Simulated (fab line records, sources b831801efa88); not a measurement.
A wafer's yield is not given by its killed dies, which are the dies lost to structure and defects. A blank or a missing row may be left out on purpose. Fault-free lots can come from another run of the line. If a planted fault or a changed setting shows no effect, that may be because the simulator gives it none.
fab line records -- flow sky130
record lots=11, wafers=33, lastDay=50
route steps=708 shown POLY_GATE@213 RES_PROTECT@214 LDD_P@262 LDD_LDN@301 SD_P@327
lots with no fault: from the same line, run without faults
startH: hours from the record's first day to the start of the lot's first wafer shown -- waitH: hours from the lot's prior step to this one -- " same as the row above -- L1.1+2: one row covering several wafers at once -- - value missing, or start not given -- * or withheld: withheld -- < > ~ a bound
route shown NAME@n: a module of which the file shows steps, and the number in the route of the first -- usual: the fault-free wafers' mean and standard deviation -- same: alike in all rows -- chamber/n: place in a boat -- sites: readings site by site -- _std_site: standard deviation of those values -- _edge_site: inner sites' mean taken away from outer sites' mean -- radiusMm: how far each site lies from the wafer's centre -- mask NAME#n: copy n -- behind: the tool/chamber that last shaped the wafer -- hold: why the lot was held/for how many hours/how that ended -- device: the n, p or np transistor that did not switch -- end of line: the tests these same wafers got at the end of their route -- a step with no rows: only its recipe -- killed: the dies lost at the first sort to structure and to defects; this is not the yield of the wafer -- map: a wafer's dies, x killed, . not, _ none there
set.NAME: the setting that was run; set.NAME@STEP: the one run at that earlier step -- model.NAME: the simulator's own value behind a step, which no gauge read
route steps across a sampled set of lots; one table per step, one row per wafer
services: from which hour (startH, from the record's first day; less than 0 if before it) a tool's chamber was out of use, for how many hours, and why
## steps
# step SKY_POLY_GATE_IMPLANT_02
# recipe species=P, energyKev=30, doseCm2=7.7e+15, tiltDeg=0
# usual beamOnS=34/5.4, doseIonsCm2=7.7e+15/9.9e+12, endStationPressureTorr=1.14e-05/1.7e-06
lot.wafer,tool,chamber,startH,waitH,beamOnS,doseIonsCm2,endStationPressureTorr
L110.1,implanter-01,0,336.67,0.1,36,7.698e+15,1.03e-05
L110.2,implanter-01,0,336.67,0.1,37,7.698e+15,1.09e-05
L110.5,implanter-01,0,336.67,0.1,38,7.7e+15,1.1e-05
L112.3,implanter-02,0,350.72,0.1,29,7.696e+15,1.29e-05
L112.5,implanter-02,0,350.72,0.1,30,7.68e+15,1.26e-05
L112.6,implanter-02,0,350.72,0.1,29,7.703e+15,1.23e-05
L113.2,implanter-01,0,368.05,0.1,36,7.704e+15,9.6e-06
L113.3,implanter-01,0,368.05,0.1,36,7.71e+15,1e-05
L113.5,implanter-01,0,368.05,0.1,37,7.707e+15,1.02e-05
L118.1,implanter-02,0,410.12,0.1,11,2.805e+15,1.74e-05
L118.3,implanter-02,0,410.12,0.1,10,2.798e+15,1.66e-05
L118.5,implanter-02,0,410.12,0.1,11,2.792e+15,1.73e-05
L120.2,implanter-02,0,425.99,0.1,11,2.803e+15,1.81e-05
L120.5,implanter-02,0,425.99,0.1,11,2.789e+15,1.58e-05
L120.6,implanter-02,0,425.99,0.1,11,2.788e+15,1.56e-05
L127.3,implanter-02,0,487.27,0.1,29,7.716e+15,1.35e-05
L127.4,implanter-02,0,487.27,0.1,29,7.718e+15,1.35e-05
L127.6,implanter-02,0,487.27,0.1,29,7.693e+15,1.2e-05
L128.2,implanter-02,0,494.89,0.1,29,7.707e+15,1.38e-05
L128.4,implanter-02,0,494.89,0.1,29,7.692e+15,1.29e-05
L128.6,implanter-02,0,494.89,0.1,30,7.702e+15,1.32e-05
L130.1,implanter-03,0,514.17,0.1,43,7.672e+15,9.8e-06
L130.3,implanter-03,0,514.17,0.1,42,7.699e+15,9e-06
L130.5,implanter-03,0,514.17,0.1,41,7.68e+15,9.1e-06
L131.3,implanter-02,0,516.38,0.1,28,7.716e+15,1.37e-05
L131.4,implanter-02,0,516.38,0.1,28,7.711e+15,1.35e-05
L131.5,implanter-02,0,516.38,0.1,29,7.722e+15,1.32e-05
L132.2,implanter-02,0,529.99,0.1,29,7.686e+15,1.31e-05
L132.3,implanter-02,0,529.99,0.1,29,7.71e+15,1.15e-05
L132.4,implanter-02,0,529.99,0.1,28,7.687e+15,1.4e-05
L133.1,implanter-02,0,535.58,0.1,28,7.684e+15,1.31e-05
L133.3,implanter-02,0,535.58,0.1,29,7.701e+15,1.31e-05
L133.4,implanter-02,0,535.58,0.1,29,7.699e+15,1.45e-05
# step SKY_RES_PROTECT_STRIP_07
# recipe chemistry=O2/N2, powerW=1400, pressureMtorr=1500, platenTempC=withheld, o2FlowSccm=3000, n2FlowSccm=300, overashFraction=0.5
# usual drypumpMotorCurrentA=5.9/0.39, oesProductAu=0.518/0.0047, stripTimeToEndpointS=23.30/0.048
lot.wafer,tool,chamber,startH,waitH,drypumpMotorCurrentA,oesProductAu,rfHoursCounterH,stripTimeToEndpointS
L110.1,plasmaAsher-02,1,336.82,0.1,5.8,0.516,50,23.30
L110.2,plasmaAsher-02,0,336.82,0.1,6.4,0.516,50,23.25
L110.5,plasmaAsher-02,0,336.82,0.1,6.4,0.524,-,23.30
L112.3,plasmaAsher-03,1,350.85,0.1,5.4,0.521,-,23.24
L112.5,plasmaAsher-03,0,350.85,0.1,6.3,0.509,-,23.21
L112.6,plasmaAsher-03,1,350.85,0.1,5.4,0.522,-,23.30
L113.2,plasmaAsher-02,1,368.18,0.1,5.8,0.516,53,23.25
L113.3,plasmaAsher-02,1,368.18,0.1,5.7,0.526,-,23.29
L113.5,plasmaAsher-02,1,368.18,0.1,5.8,0.520,-,23.27
L118.1,plasmaAsher-02,1,410.27,0.1,5.8,0.584,57,19.33
L118.3,plasmaAsher-02,0,410.27,0.1,6.4,0.582,-,19.37
L118.5,plasmaAsher-02,1,410.27,0.1,5.8,0.571,-,19.39
L120.2,plasmaAsher-02,0,426.12,0.1,6.4,0.579,59,19.31
L120.5,plasmaAsher-02,0,426.12,0.1,6.4,0.578,-,19.37
L120.6,plasmaAsher-02,1,426.12,0.1,5.8,0.576,-,19.36
L127.3,plasmaAsher-03,1,487.40,0.1,5.4,0.522,-,23.31
L127.4,plasmaAsher-03,0,487.40,0.1,6.3,0.515,-,23.32
L127.6,plasmaAsher-03,0,487.40,0.1,6.2,0.505,-,23.26
L128.2,plasmaAsher-04,0,495.02,0.1,5.5,0.512,6,23.30
L128.4,plasmaAsher-04,0,495.02,0.1,5.5,0.514,-,23.30
L128.6,plasmaAsher-04,1,495.02,0.1,5.8,0.509,-,23.22
L130.1,plasmaAsher-04,1,514.32,0.1,5.8,0.522,8,23.38
L130.3,plasmaAsher-04,1,514.32,0.1,5.8,0.525,-,23.41
L130.5,plasmaAsher-04,0,514.32,0.1,5.4,0.520,-,23.45
L131.3,plasmaAsher-02,0,516.51,0.1,6.4,0.518,-,23.33
L131.4,plasmaAsher-02,1,516.51,0.1,5.8,0.516,-,23.28
L131.5,plasmaAsher-02,0,516.51,0.1,6.4,0.524,-,23.34
L132.2,plasmaAsher-03,1,530.12,0.1,5.4,0.519,84,23.30
L132.3,plasmaAsher-03,0,530.12,0.1,6.2,0.516,-,23.34
L132.4,plasmaAsher-03,1,530.12,0.1,5.4,0.515,-,23.34
L133.1,plasmaAsher-03,1,535.73,0.1,5.4,0.511,85,23.25
L133.3,plasmaAsher-03,0,535.73,0.1,6.3,0.524,-,23.24
L133.4,plasmaAsher-03,1,535.73,0.1,5.4,0.516,-,23.24
# step SKY_RES_PROTECT_TW_MEAS_08
# usual POLY_GATE_TW=4028/22
lot.wafer,tool,chamber,startH,waitH,POLY_GATE_TW
L110.1,filmMetro-02,-,336.92,0.1,4067
L110.2,filmMetro-02,-,336.92,0.1,4058
L110.5,filmMetro-02,-,336.92,0.1,4069
L112.3,filmMetro-03,-,350.94,0.1,3991
L112.5,filmMetro-03,-,350.94,0.1,4010
L112.6,filmMetro-03,-,350.94,0.1,4039
L113.2,filmMetro-04,-,368.29,0.1,3986
L113.3,filmMetro-04,-,368.29,0.1,4016
L113.5,filmMetro-04,-,368.29,0.1,3990
L118.1,filmMetro-03,-,410.37,0.1,3633
L118.3,filmMetro-03,-,410.37,0.1,3637
L118.5,filmMetro-03,-,410.37,0.1,3637
L120.2,filmMetro-03,-,426.23,0.1,3641
L120.5,filmMetro-03,-,426.23,0.1,3624
L120.6,filmMetro-03,-,426.23,0.1,3649
L127.3,filmMetro-03,-,487.49,0.1,4005
L127.4,filmMetro-03,-,487.49,0.1,3995
L127.6,filmMetro-03,-,487.49,0.1,3989
L128.2,filmMetro-04,-,495.13,0.1,4001
L128.4,filmMetro-04,-,495.13,0.1,4024
L128.6,filmMetro-04,-,495.13,0.1,4013
L130.1,filmMetro-04,-,514.42,0.1,4021
L130.3,filmMetro-04,-,514.42,0.1,4012
L130.5,filmMetro-04,-,514.42,0.1,4030
L131.3,filmMetro-02,-,516.60,0.1,4039
L131.4,filmMetro-02,-,516.60,0.1,4026
L131.5,filmMetro-02,-,516.60,0.1,4057
L132.2,filmMetro-04,-,530.23,0.1,4024
L132.3,filmMetro-04,-,530.23,0.1,4049
L132.4,filmMetro-04,-,530.23,0.1,4051
L133.1,filmMetro-04,-,535.83,0.1,4033
L133.3,filmMetro-04,-,535.83,0.1,4020
L133.4,filmMetro-04,-,535.83,0.1,4054
# step SKY_LDD_P_CD_MEAS_07
# recipe targetCdNm=380
# usual cdNm=379.6/2.8
lot.wafer,tool,chamber,startH,waitH,cdNm
L110.1,cdSem-02,-,427.78,0.1,377.7
L110.2,cdSem-02,-,427.78,0.1,380.8
L110.5,cdSem-02,-,427.78,0.1,376.0
L112.3,cdSem-01,-,445.01,0.1,376.7
L112.5,cdSem-01,-,445.01,0.1,377.6
L112.6,cdSem-01,-,445.01,0.1,378.3
L113.2,cdSem-02,-,465.14,0.1,375.0
L113.3,cdSem-02,-,465.14,0.1,375.1
L113.5,cdSem-02,-,465.14,0.1,376.1
L118.1,cdSem-02,-,508.43,0.1,384.4
L118.3,cdSem-02,-,508.43,0.1,383.6
L118.5,cdSem-02,-,508.43,0.1,380.1
L120.2,cdSem-02,-,527.75,0.1,383.0
L120.5,cdSem-02,-,527.75,0.1,384.7
L120.6,cdSem-02,-,527.75,0.1,383.5
L127.3,cdSem-01,-,584.21,0.1,379.5
L127.4,cdSem-01,-,584.21,0.1,380.0
L127.6,cdSem-01,-,584.21,0.1,380.4
L128.2,cdSem-01,-,591.15,0.1,382.6
L128.4,cdSem-01,-,591.15,0.1,382.6
L128.6,cdSem-01,-,591.15,0.1,383.7
L130.1,cdSem-02,-,607.97,0.1,381.0
L130.3,cdSem-02,-,607.97,0.1,379.6
L130.5,cdSem-02,-,607.97,0.1,382.2
L131.3,cdSem-01,-,614.76,0.1,379.1
L131.4,cdSem-01,-,614.76,0.1,377.6
L131.5,cdSem-01,-,614.76,0.1,378.1
L132.2,cdSem-02,-,625.69,0.1,379.2
L132.3,cdSem-02,-,625.69,0.1,379.2
L132.4,cdSem-02,-,625.69,0.1,379.5
L133.1,cdSem-02,-,629.68,0.1,378.2
L133.3,cdSem-02,-,629.68,0.1,377.6
L133.4,cdSem-02,-,629.68,0.1,380.3
# step SKY_LDD_LDN_STRIP_12
# recipe chemistry=O2/N2, powerW=1400, pressureMtorr=1500, platenTempC=withheld, o2FlowSccm=3000, n2FlowSccm=300, overashFraction=0.5
# usual drypumpMotorCurrentA=5.6/0.43, oesProductAu=0.716/0.0044, stripTimeToEndpointS=14.19/0.046
lot.wafer,tool,chamber,startH,waitH,drypumpMotorCurrentA,oesProductAu,rfHoursCounterH,stripTimeToEndpointS
L110.1,plasmaAsher-01,0,522.47,0.1,5.0,0.720,41,14.25
L110.2,plasmaAsher-01,1,522.47,0.1,5.6,0.708,41,14.31
L110.5,plasmaAsher-01,1,522.47,0.1,5.7,0.718,-,14.26
L112.3,plasmaAsher-01,0,539.69,0.1,5.0,0.719,-,14.20
L112.5,plasmaAsher-01,0,539.69,0.1,5.1,0.710,-,14.22
L112.6,plasmaAsher-01,1,539.69,0.1,5.6,0.714,-,14.21
L113.2,plasmaAsher-01,0,558.72,0.1,5.0,0.708,44,14.20
L113.3,plasmaAsher-01,1,558.72,0.1,5.6,0.724,-,14.17
L113.5,plasmaAsher-01,1,558.72,0.1,5.6,0.716,-,14.22
L118.1,plasmaAsher-02,0,599.52,0.1,6.4,0.720,75,14.19
L118.3,plasmaAsher-02,0,599.52,0.1,6.4,0.710,-,14.16
L118.5,plasmaAsher-02,1,599.52,0.1,5.8,0.710,-,14.18
L120.2,plasmaAsher-04,0,618.11,0.1,5.4,0.709,20,14.21
L120.5,plasmaAsher-04,0,618.11,0.1,5.4,0.713,-,14.21
L120.6,plasmaAsher-04,1,618.11,0.1,5.8,0.715,-,14.20
L127.3,plasmaAsher-02,0,672.20,0.1,6.4,0.717,-,14.21
L127.4,plasmaAsher-02,1,672.20,0.1,5.8,0.715,-,14.20
L127.6,plasmaAsher-02,1,672.20,0.1,5.8,0.712,-,14.21
L128.2,plasmaAsher-01,0,678.15,0.1,5.0,0.712,54,14.13
L128.4,plasmaAsher-01,1,678.15,0.1,5.7,0.720,-,14.17
L128.6,plasmaAsher-01,0,678.15,0.1,5.1,0.708,-,14.20
L130.1,plasmaAsher-02,1,694.51,0.1,5.8,0.713,85,14.21
L130.3,plasmaAsher-02,1,694.51,0.1,5.8,0.722,-,14.17
L130.5,plasmaAsher-02,1,694.51,0.1,5.8,0.719,-,14.21
L131.3,plasmaAsher-01,0,701.19,0.1,5.0,0.719,-,14.18
L131.4,plasmaAsher-01,1,701.19,0.1,5.6,0.710,-,14.17
L131.5,plasmaAsher-01,0,701.19,0.1,5.0,0.713,-,14.16
L132.2,plasmaAsher-01,1,709.93,0.1,5.6,0.713,57,14.22
L132.3,plasmaAsher-01,0,709.93,0.1,5.1,0.707,-,14.23
L132.4,plasmaAsher-01,1,709.93,0.1,5.7,0.723,-,14.19
L133.1,plasmaAsher-01,1,715.46,0.1,5.6,0.715,57,14.25
L133.3,plasmaAsher-01,0,715.46,0.1,5.1,0.724,-,14.21
L133.4,plasmaAsher-01,1,715.46,0.1,5.6,0.715,-,14.18
# step SKY_SD_P_CD_MEAS_07
# recipe targetCdNm=380
# usual cdNm=379.4/2.4
lot.wafer,tool,chamber,startH,waitH,cdNm
L110.1,cdSem-01,-,584.47,0.1,380.4
L110.2,cdSem-01,-,584.47,0.1,377.3
L110.5,cdSem-01,-,584.47,0.1,376.6
L112.3,cdSem-01,-,602.52,0.1,377.4
L112.5,cdSem-01,-,602.52,0.1,377.5
L112.6,cdSem-01,-,602.52,0.1,378.5
L113.2,cdSem-01,-,620.34,0.1,381.9
L113.3,cdSem-01,-,620.34,0.1,380.6
L113.5,cdSem-01,-,620.34,0.1,382.7
L118.1,cdSem-02,-,660.22,0.1,381.6
L118.3,cdSem-02,-,660.22,0.1,380.9
L118.5,cdSem-02,-,660.22,0.1,381.6
L120.2,cdSem-02,-,676.95,0.1,378.1
L120.5,cdSem-02,-,676.95,0.1,376.7
L120.6,cdSem-02,-,676.95,0.1,380.8
L127.3,cdSem-01,-,729.31,0.1,378.2
L127.4,cdSem-01,-,729.31,0.1,378.8
L127.6,cdSem-01,-,729.31,0.1,380.1
L128.2,cdSem-02,-,735.09,0.1,381.7
L128.4,cdSem-02,-,735.09,0.1,381.3
L128.6,cdSem-02,-,735.09,0.1,381.2
L130.1,cdSem-01,-,751.17,0.1,379.4
L130.3,cdSem-01,-,751.17,0.1,378.6
L130.5,cdSem-01,-,751.17,0.1,378.8
L131.3,cdSem-01,-,758.72,0.1,374.9
L131.4,cdSem-01,-,758.72,0.1,375.1
L131.5,cdSem-01,-,758.72,0.1,377.5
L132.2,cdSem-02,-,766.04,0.1,378.5
L132.3,cdSem-02,-,766.04,0.1,379.2
L132.4,cdSem-02,-,766.04,0.1,382.2
L133.1,cdSem-02,-,770.77,0.1,383.0
L133.3,cdSem-02,-,770.77,0.1,378.9
L133.4,cdSem-02,-,770.77,0.1,381.4
## services
tool,chamber,startH,hours,kind
implanter-01,-,316.38,4.9,pm
implanter-01,-,321.59,5.8,pm
implanter-02,-,325.29,1.7,repair
implanter-01,-,340.32,1.9,repair
implanter-03,-,360.27,1.9,repair
implanter-03,-,387.24,5.3,repair
implanter-03,-,412.92,0.9,repair
plasmaAsher-04,-,421.25,9.0,pm
implanter-02,-,448.95,5.7,repair
implanter-01,-,455.06,3.6,repair
plasmaAsher-01,-,464.44,0.6,repair
implanter-01,-,482.03,4.4,repair
plasmaAsher-02,-,490.29,15.6,pm
implanter-01,-,490.61,1.2,repair
plasmaAsher-02,-,519.09,1.8,repair
plasmaAsher-01,-,560.41,15.6,pm
implanter-02,-,576.13,3.9,pm
plasmaAsher-01,-,604.06,14.6,pm
implanter-02,-,629.39,5.1,pm
plasmaAsher-04,-,629.81,3.6,repair
plasmaAsher-03,-,686.24,0.8,repair
implanter-02,-,697.51,2.0,repair
implanter-01,-,708.86,2.0,repair
plasmaAsher-03,-,711.85,7.6,repair
## key
firstSign step=SKY_POLY_GATE_IMPLANT_02, reading=doseIonsCm2, direction=down, sigmas=99+, usual=*, struck=*
effect step=SKY_POLY_GATE_IMPLANT_02, reading=beamOnS, direction=down, sigmas=4.4, usual=34, struck=11
effect step=SKY_RES_PROTECT_STRIP_07, reading=stripTimeToEndpointS, direction=down, sigmas=81, usual=*, struck=*
effect step=SKY_RES_PROTECT_TW_MEAS_08, reading=POLY_GATE_TW, direction=down, sigmas=17, usual=4028, struck=3637
metAt SKY_POLY_GATE_IMPLANT_02
struckLots L118,L120
testerLeftOut L118,L120
notActingAt SKY_LDD_P_CD_MEAS_07,SKY_LDD_LDN_STRIP_12,SKY_SD_P_CD_MEAS_07
onsetBetween 350.72 410.12
fault kind=processParameterDrift, tool=implanter-02, chamber=-, onsetH=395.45, steps=SKY_POLY_GATE_IMPLANT_02, channel=doseCm2, offset=*, shape=step, endH=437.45, actsIn=*, stated=*
# testerLeftOut: of these lots the tester's yield and bins aren't shown, on N5 and GAA mostly nor the transistor test; their killed dies are dies lost to structure and defects alone, not to doping, threshold or leakage, so they don't give the yield
